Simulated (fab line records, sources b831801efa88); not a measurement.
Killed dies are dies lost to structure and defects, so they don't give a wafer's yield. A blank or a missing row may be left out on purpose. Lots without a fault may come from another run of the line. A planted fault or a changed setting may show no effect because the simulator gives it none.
fab line records | flow sky130
record lots=6 wafers=18 last_day=50
route steps=708 shown VIA3@576 PAD_OPEN@708
lots that met no fault: from a run of the same line without faults
start_h: hours from the record's first day to the start of the lot's first wafer shown | wait_h: hours since the lot's step before | " the same as in the row above | L1.1+2: a row that stands for several wafers | - no value, or no start given | * or withheld: withheld | < > ~ a bound
route shown NAME@n: a module of which the file shows steps, and the number in the route of the first | usual: mean/standard deviation of fault-free wafers | same: alike in all rows | chamber/n: place in a boat | sites: the reading at each site | _std_site: their standard deviation | _edge_site: outer sites' mean less inner sites' | radius_mm: how far each site lies from the wafer's centre | mask NAME#n: copy n | behind: the tool/chamber that last shaped the wafer | hold: why the lot was held/for how many hours/how that ended | device: the transistor (n, p or np) that didn't switch | end of line: the same wafers' tests at the end of the route | a step without rows: its recipe alone | killed: dies lost to structure and defects at the first sort, not the wafer's yield | map: a wafer's dies, x killed, . not, _ none there
set.NAME: the setting as run; set.NAME@STEP: as run at that earlier step | model.NAME: the simulator's own value behind a step, which no gauge read
lots at some steps of the route; a table a step, a row a wafer
services: from which hour (start_h, from the record's first day; less than 0 if before it) a tool's chamber was out of use, for how many hours, and why
## steps
# step SKY_VIA3_BOW_MEAS_03
# recipe mode=bow
# usual VIA3_BOW=79/8.2
# columns lot.wafer tool chamber start_h wait_h VIA3_BOW[um]
L920.3 film_metro-02 - 944.94 0.2 76
L920.4 " - " " 77
L920.5 " - " " 76
L921.2 film_metro-04 - 948.87 0.3 86
L921.5 " - " " 66
L921.6 " - " " 86
L927.1 film_metro-04 - 986.77 0.2 69
L927.3 " - " " 84
L927.6 " - " " 76
L930.3 film_metro-02 - 1013.47 0.2 82
L930.5 " - " " 75
L930.6 " - " " 74
L935.2 film_metro-03 - 1037.09 0.1 70
L935.3 " - " " 82
L935.4 " - " " 87
L938.1 film_metro-03 - 1064.69 0.1 69
L938.3 " - " " 79
L938.5 " - " " 79
# step SKY_VIA3_DEHYDRATE_04
# recipe temp_c=200 time_s=60
# step SKY_VIA3_HMDS_05
# recipe prime_time_s=60 prime_temp_c=120
# step SKY_VIA3_COAT_06
# recipe resist=BARC temp_c=withheld time_s=withheld spin_rpm=3000 resist_thk_nm=60
# step SKY_VIA3_COAT_07
# recipe resist=KrF-thick spin_rpm=3000 resist_thk_nm=450
# step SKY_VIA3_SOFTBAKE_08
# recipe temp_c=100 time_s=90 resist=KrF-thick
# step SKY_VIA3_EXPOSE_09
# recipe mask_id=VIM3 na=0.8 source_shape=annular sigma_inner=0.55 sigma_outer=0.85 target_cd_nm=200 dose_mj=38
# step SKY_VIA3_PEB_10
# recipe peb_temp_c=withheld peb_time_s=withheld resist=KrF-thick
# step SKY_VIA3_DEVELOP_11
# recipe develop_time_s=60 resist=KrF-thick dev_temp_c=21
# step SKY_VIA3_CD_MEAS_12
# recipe target_cd_nm=200
# usual cd_nm=200.0/1.3
# columns lot.wafer tool chamber start_h wait_h cd_nm
L920.3 cd_sem-02 - 968.97 - 201.7
L920.4 " - " " 200.0
L920.5 " - " " 200.5
L921.2 cd_sem-02 - 973.15 - 200.5
L921.5 " - " " 198.7
L921.6 " - " " 199.3
L927.1 cd_sem-01 - 1009.36 - 199.2
L927.3 " - " " 199.0
L927.6 " - " " 198.8
L930.3 cd_sem-02 - 1036.20 - 200.1
L930.5 " - " " 197.8
L930.6 " - " " 198.6
L935.2 cd_sem-01 - 1058.88 - 200.7
L935.3 " - " " 200.1
L935.4 " - " " 200.3
L938.1 cd_sem-02 - 1085.50 - 199.5
L938.3 " - " " 200.3
L938.5 " - " " 201.0
# step SKY_VIA3_OVL_MEAS_13
# usual VIA3_OVL=-1/5
# columns lot.wafer tool chamber start_h wait_h VIA3_OVL[nm]
L920.3 overlay-01 - 969.06 0.1 -3
L920.4 " - " " 0
L920.5 " - " " -2
L921.2 overlay-02 - 973.26 0.1 -4
L921.5 " - " " -10
L921.6 " - " " -6
L927.1 overlay-01 - 1009.48 0.1 -3
L927.3 " - " " -2
L927.6 " - " " -2
L930.3 overlay-02 - 1036.30 0.1 -1
L930.5 " - " " 3
L930.6 " - " " 7
L935.2 overlay-01 - 1058.99 0.1 7
L935.3 " - " " 7
L935.4 " - " " 2
L938.1 overlay-02 - 1085.62 0.1 -12
L938.3 " - " " -7
L938.5 " - " " -1
# step SKY_VIA3_ETCH_14
# recipe chemistry=N2/H2 target=BARC ion_energy_ev=200 source_w=500 bias_w=100 pressure_mtorr=30 n2_flow_sccm=100 h2_flow_sccm=200 stop_on=SiO2 time_s=45.9 target_depth_a=600
# usual drypump_motor_current_A=5.9/0.44 oes_product_au=0.855/0.0049 throttle_valve_pct=13.224/0.0098
# same time_s=45.9
# columns lot.wafer tool chamber start_h wait_h drypump_motor_current_A oes_product_au rf_hours_counter_h throttle_valve_pct
L920.3 rie_diel-04 2 969.09 0.0 5.7 0.856 16 13.219
L920.4 " 0 " " 6.7 0.855 21 13.235
L920.5 " 0 " " 6.7 0.856 - 13.218
L921.2 rie_diel-04 0 973.29 0.0 6.7 0.855 22 13.218
L921.5 " 1 " " 5.6 0.856 - 13.230
L921.6 " 2 " " 5.7 0.853 - 13.238
L927.1 rie_diel-02 3 1009.52 0.0 5.8 0.847 24 13.232
L927.3 " 1 " " 6.2 0.853 23 13.227
L927.6 " 0 " " 5.3 0.856 - 13.231
L930.3 rie_diel-04 2 1036.32 0.0 5.7 0.855 18 13.209
L930.5 " 0 " " 6.7 0.847 - 13.234
L930.6 " 3 " " 5.6 0.857 - 13.228
L935.2 rie_diel-03 3 1059.02 0.0 5.9 0.854 29 13.222
L935.3 " 1 " " 6.5 0.859 13 13.232
L935.4 " 0 " " 5.1 0.854 20 13.231
L938.1 rie_diel-02 0 1085.66 0.0 5.3 0.847 12 13.242
L938.3 " 2 " " 5.8 0.858 21 13.215
L938.5 " 1 " " 6.2 0.858 - 13.233
# step SKY_VIA3_ETCH_15
# recipe target=SiO2 chemistry=C4F8/O2/Ar target_depth_nm=507 stop_on=TiN mask_material=KrF-thick source_w=1500 bias_w=1200 pressure_mtorr=40 c4f8_flow_sccm=withheld O2_flow_sccm=6 Ar_flow_sccm=300 time_s=75.38
# usual oes_product_au=0.965/0.0047
# same time_s=75.38
# columns lot.wafer tool chamber start_h wait_h oes_product_au rf_hours_counter_h model.etch.depth_nm model.VIA3.feature_depth_nm model.KrF-thick_of_VIA3_COAT_07.thk_nm
L920.3 rie_diel-04 2 969.13 0.0 0.966 16 464.6 464.6 294
L920.4 " 0 " " 0.969 22 465.7 465.7 292.7
L920.5 " 0 " " 0.870 - 387.3 387.3 314.4
L921.2 rie_diel-04 0 973.33 0.0 0.967 22 463.7 463.7 289.5
L921.5 " 1 " " 0.856 - 382.3 382.3 315.7
L921.6 " 2 " " 0.967 - 463.8 463.8 291
L927.1 rie_diel-02 3 1009.56 0.0 0.975 24 465.5 465.5 292.2
L927.3 " 1 " " 0.960 23 465.1 465.1 295.5
L927.6 " 0 " " 0.968 - 465 465 293.1
L930.3 rie_diel-04 2 1036.36 0.0 0.963 18 464.6 464.6 295.4
L930.5 " 0 " " 0.956 - 464.1 464.1 294.8
L930.6 " 3 " " 0.964 - 464.3 464.3 294.7
L935.2 rie_diel-03 3 1059.06 0.0 0.962 29 463.4 463.4 295.7
L935.3 " 1 " " 0.968 13 463.6 463.6 297.1
L935.4 " 0 " " 0.960 20 463.6 463.6 296.8
L938.1 rie_diel-02 0 1085.70 0.0 0.957 12 464 464 294.7
L938.3 " 2 " " 0.961 21 464.8 464.8 294.1
L938.5 " 1 " " 0.959 - 462.8 462.8 296.9
# step SKY_VIA3_STRIP_16
# recipe chemistry=O2/N2 power_w=1400 pressure_mtorr=1500 platen_temp_c=withheld o2_flow_sccm=3000 n2_flow_sccm=300 overash_fraction=0.5
# usual drypump_motor_current_A=5.8/0.65 oes_product_au=0.403/0.004 strip_time_to_endpoint_s=4.169/0.026
# columns lot.wafer tool chamber start_h wait_h drypump_motor_current_A oes_product_au rf_hours_counter_h strip_time_to_endpoint_s
L920.3 plasma_asher-04 1 969.22 0.1 6.2 0.401 - 4.165
L920.4 " 0 " " 6.4 0.403 - 4.148
L920.5 " 0 " " 6.4 0.413 - 4.387
L921.2 plasma_asher-04 0 973.39 0.0 6.4 0.398 52 4.112
L921.5 " 0 " " 6.5 0.414 - 4.382
L921.6 " 1 " " 6.2 0.407 - 4.118
L927.1 plasma_asher-01 0 1009.62 0.0 4.8 0.401 27 4.130
L927.3 " 0 " " 4.8 0.401 - 4.171
L927.6 " 0 " " 4.8 0.404 - 4.142
L930.3 plasma_asher-01 1 1036.46 0.1 6.3 0.407 - 4.187
L930.5 " 0 " " 4.8 0.401 - 4.177
L930.6 " 1 " " 6.3 0.402 - 4.154
L935.2 plasma_asher-01 0 1059.12 0.0 4.8 0.402 32 4.175
L935.3 " 0 " " 4.8 0.409 - 4.206
L935.4 " 1 " " 6.3 0.400 - 4.195
L938.1 plasma_asher-04 0 1085.76 0.0 6.5 0.398 64 4.181
L938.3 " 0 " " 6.5 0.406 - 4.151
L938.5 " 1 " " 6.2 0.398 - 4.202
# step SKY_VIA3_STRIP_17
# recipe chemistry=post_etch_residue_remover time_s=1200 temp_c=72.5
# step SKY_PAD_OPEN_PROBE_99
# usual defect_limited_yield=82.4/1.7 killed_at_M0_to_M3=43/6.4 killed_at_M4_up=3.5/1.8 killed_at_contacts=25/5.7 killed_at_front_end=15/3.9 killed_at_other=0.3/0.67 killed_dies=87/8.6 killed_open=47/6.7 killed_short=39/5.9
# same gross_dies=492 killed_at_back_side=0
# columns lot.wafer tool chamber start_h wait_h defect_limited_yield[%] killed_at_M0_to_M3 killed_at_M4_up killed_at_contacts killed_at_front_end killed_at_other killed_dies killed_open killed_short model.etest.tester.sort_n_pass model.etest.tester.sort_yield_pct model.etest.tester.sort_bin_5_pct model.etest.nfet_01v8_turned.under_floor model.etest.res_li.open model.etest.met1_comb.under_floor model.etest.nfet_16v.open model.etest.diode_ndiff_fingers.under_floor
L920.3 prober-01 - 1109.23 0.2 83.1 47 5 20 11 0 83 41 42 409 83.13 9.553 0 0 0 0 0
L920.4 prober-01 - 1109.28 0.2 83.1 38 6 26 12 1 83 45 38 409 83.13 8.333 0 0 0 0 0
L920.5 prober-01 - 1109.33 0.2 80.9 47 8 30 9 0 94 47 46 0 0 91.06 1 1 1 1 1
L921.2 prober-02 - 1113.26 0.1 83.9 30 6 26 17 0 79 44 35 413 83.94 8.943 0 0 0 0 0
L921.5 prober-02 - 1113.41 0.2 78.9 56 3 29 16 0 104 55 49 0 0 90.45 1 1 1 1 1
L921.6 prober-02 - 1113.46 0.2 80.7 48 2 24 20 1 95 60 35 397 80.69 10.77 0 0 0 0 0
L927.1 prober-02 - 1144.33 0.1 86.8 31 2 20 12 0 65 37 28 427 86.79 9.146 0 0 0 0 0
L927.3 prober-02 - 1144.43 0.2 83.9 39 4 21 15 0 79 39 40 413 83.94 10.77 0 0 0 0 0
L927.6 prober-02 - 1144.58 0.2 82.1 45 3 25 15 0 88 54 34 404 82.11 11.79 0 0 0 0 0
L930.3 prober-01 - 1165.41 0.2 82.9 48 4 22 10 0 84 42 42 408 82.93 9.35 0 0 0 0 0
L930.5 prober-01 - 1165.51 0.2 80.9 49 1 35 9 0 94 57 37 398 80.89 11.38 0 0 0 0 0
L930.6 prober-01 - 1165.56 0.2 82.9 43 0 30 11 0 84 54 30 408 82.93 11.38 0 0 0 0 0
L935.2 prober-02 - 1182.65 0.1 80.7 46 4 25 19 1 95 56 39 397 80.69 10.57 0 0 0 0 0
L935.3 prober-02 - 1182.70 0.2 83.9 38 3 20 18 0 79 43 36 413 83.94 10.77 0 0 0 0 0
L935.4 prober-02 - 1182.75 0.2 84.1 45 6 15 12 0 78 35 43 414 84.15 9.35 0 0 0 0 0
L938.1 prober-02 - 1201.40 0.1 85.0 34 6 24 9 1 74 35 39 418 84.96 7.724 0 0 0 0 0
L938.3 prober-02 - 1201.50 0.2 83.7 41 4 19 16 0 80 34 46 412 83.74 9.553 0 0 0 0 0
L938.5 prober-02 - 1201.60 0.2 82.7 39 9 16 21 0 85 48 37 407 82.72 9.553 0 0 0 0 0
# killed by level:class
L920.3 VIA1:geometric_particle:open=10 CONTACT:geometric_particle:open=9 VIA2:geometric_particle:open=6 VIA3:geometric_particle:open=6 VIA3:geometric_particle:short=6 POLY_GATE:geometric_particle:short=5 METAL2:geometric_particle:short=5 VIA2:geometric_particle:short=4
L920.4 VIA3:geometric_particle:open=8 LI_CONTACT:geometric_particle:open=7 LOCAL_INTERCONNECT:geometric_particle:short=6 VIA1:geometric_particle:open=6 FIELD_ISO:geometric_particle:open=5 CONTACT:geometric_particle:short=5 CONTACT:geometric_particle:open=5 METAL2:geometric_particle:short=5
L920.5 CONTACT:geometric_particle:open=13 VIA3:geometric_particle:open=9 METAL1:geometric_particle:short=7 VIA1:geometric_particle:short=6 VIA1:geometric_particle:open=6 METAL4:geometric_particle:short=6 LI_CONTACT:geometric_particle:open=5 CONTACT:geometric_particle:short=5
L921.2 LI_CONTACT:geometric_particle:open=11 VIA1:geometric_particle:open=8 CONTACT:geometric_particle:open=7 POLY_GATE:geometric_particle:short=6 FIELD_ISO:geometric_particle:short=5 CONTACT:geometric_particle:short=5 VIA2:geometric_particle:open=4 METAL4:geometric_particle:short=4
L921.5 VIA1:geometric_particle:open=16 CONTACT:geometric_particle:open=9 METAL2:geometric_particle:short=8 VIA2:geometric_particle:open=8 LOCAL_INTERCONNECT:geometric_particle:short=7 FIELD_ISO:geometric_particle:short=5 FIELD_ISO:geometric_particle:open=5 METAL1:geometric_particle:short=5
L921.6 VIA1:geometric_particle:open=17 CONTACT:geometric_particle:short=8 FIELD_ISO:geometric_particle:open=7 CONTACT:geometric_particle:open=7 VIA2:geometric_particle:open=6 VIA3:geometric_particle:open=6 FIELD_ISO:geometric_particle:short=5 LI_CONTACT:geometric_particle:open=5
L927.1 CONTACT:geometric_particle:open=8 VIA1:geometric_particle:open=8 POLY_GATE:geometric_particle:open=5 POLY_GATE:geometric_particle:short=5 LI_CONTACT:geometric_particle:open=5 CONTACT:geometric_particle:short=4 METAL2:geometric_particle:short=4 VIA2:geometric_particle:open=4
L927.3 LI_CONTACT:geometric_particle:open=8 VIA1:geometric_particle:open=7 POLY_GATE:geometric_particle:open=6 METAL1:geometric_particle:short=6 METAL2:geometric_particle:short=5 VIA3:geometric_particle:open=5 CONTACT:geometric_particle:open=4 METAL4:geometric_particle:short=4
L927.6 CONTACT:geometric_particle:open=10 VIA3:geometric_particle:open=9 METAL1:geometric_particle:short=8 VIA2:geometric_particle:open=8 LI_CONTACT:geometric_particle:short=7 LI_CONTACT:geometric_particle:open=7 VIA1:geometric_particle:open=6 METAL2:geometric_particle:short=6
L930.3 VIA1:geometric_particle:open=10 LI_CONTACT:geometric_particle:open=8 METAL1:geometric_particle:short=7 LOCAL_INTERCONNECT:geometric_particle:short=6 METAL2:geometric_particle:short=6 VIA2:geometric_particle:open=6 VIA1:geometric_particle:short=5 METAL3:geometric_particle:short=5
L930.5 VIA3:geometric_particle:open=13 LI_CONTACT:geometric_particle:open=11 CONTACT:geometric_particle:open=10 VIA2:geometric_particle:open=8 VIA1:geometric_particle:open=7 METAL1:geometric_particle:short=6 LI_CONTACT:geometric_particle:short=5 LOCAL_INTERCONNECT:geometric_particle:short=5
L930.6 VIA2:geometric_particle:open=11 VIA1:geometric_particle:open=11 LI_CONTACT:geometric_particle:open=9 CONTACT:geometric_particle:open=8 LOCAL_INTERCONNECT:geometric_particle:short=6 METAL2:geometric_particle:short=5 VIA3:geometric_particle:open=5 FIELD_ISO:geometric_particle:short=3
L935.2 VIA1:geometric_particle:open=17 VIA2:geometric_particle:open=9 CONTACT:geometric_particle:open=7 CONTACT:geometric_particle:short=6 LI_CONTACT:geometric_particle:short=5 POLY_GATE:geometric_particle:open=4 LI_CONTACT:geometric_particle:open=4 METAL2:geometric_particle:short=4
L935.3 VIA1:geometric_particle:open=11 VIA2:geometric_particle:open=7 FIELD_ISO:geometric_particle:open=6 LI_CONTACT:geometric_particle:open=6 METAL1:geometric_particle:short=6 CONTACT:geometric_particle:open=5 VIA1:geometric_particle:short=5 FIELD_ISO:geometric_particle:short=4
L935.4 VIA1:geometric_particle:open=9 VIA3:geometric_particle:open=9 VIA1:geometric_particle:short=8 FIELD_ISO:geometric_particle:short=5 METAL1:geometric_particle:short=5 VIA2:geometric_particle:open=5 CONTACT:geometric_particle:short=4 METAL4:geometric_particle:short=4
L938.1 VIA3:geometric_particle:open=7 CONTACT:geometric_particle:open=6 LI_CONTACT:geometric_particle:short=6 VIA1:geometric_particle:open=6 LI_CONTACT:geometric_particle:open=5 VIA3:geometric_particle:short=5 METAL4:geometric_particle:short=5 VIA1:geometric_particle:short=4
L938.3 METAL2:geometric_particle:short=8 LOCAL_INTERCONNECT:geometric_particle:short=6 LI_CONTACT:geometric_particle:open=5 METAL3:geometric_particle:short=5 VIA1:geometric_particle:open=5 VIA2:geometric_particle:open=5 FIELD_ISO:geometric_particle:open=4 FIELD_ISO:geometric_particle:short=4
L938.5 FIELD_ISO:geometric_particle:open=8 POLY_GATE:geometric_particle:open=8 LI_CONTACT:geometric_particle:open=8 VIA1:geometric_particle:open=8 METAL4:geometric_particle:short=8 METAL1:geometric_particle:short=7 VIA3:geometric_particle:open=6 METAL3:geometric_particle:short=4
## services
# columns tool chamber start_h hours kind
plasma_asher-01 - 963.90 14.4 repair
rie_diel-04 - 967.47 0.3 repair
rie_diel-04 1 970.01 1.6 repair
rie_diel-03 - 976.87 0.4 repair
rie_diel-02 3 978.28 16.7 repair
rie_diel-04 - 1003.82 10.0 pm
rie_diel-03 0 1008.62 8.3 repair
rie_diel-03 - 1025.66 1.1 repair
rie_diel-04 - 1032.15 2.8 pm
rie_diel-02 3 1033.67 1.3 repair
rie_diel-04 3 1084.48 41.1 repair
## key
first_sign step=SKY_VIA3_ETCH_15 reading=oes_product_au direction=down sigmas=22 usual=0.965 struck=0.863
effect step=SKY_VIA3_STRIP_16 reading=strip_time_to_endpoint_s direction=up sigmas=8.3 usual=* struck=*
model_effect step=SKY_VIA3_ETCH_15 value=etch.depth_nm without=465.2 struck=384.8
model_effect step=SKY_PAD_OPEN_PROBE_99 value=etest.tester.sort_n_pass without=393 struck=0
met_at SKY_VIA3_ETCH_15
struck_wafers L920.5,L921.5
fault kind=process_parameter_drift tool=rie_diel-04 chamber=- onset_h=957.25 steps=SKY_VIA3_ETCH_15 channel=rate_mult offset=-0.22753 shape=step end_h=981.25 scope=struck_wafers_only
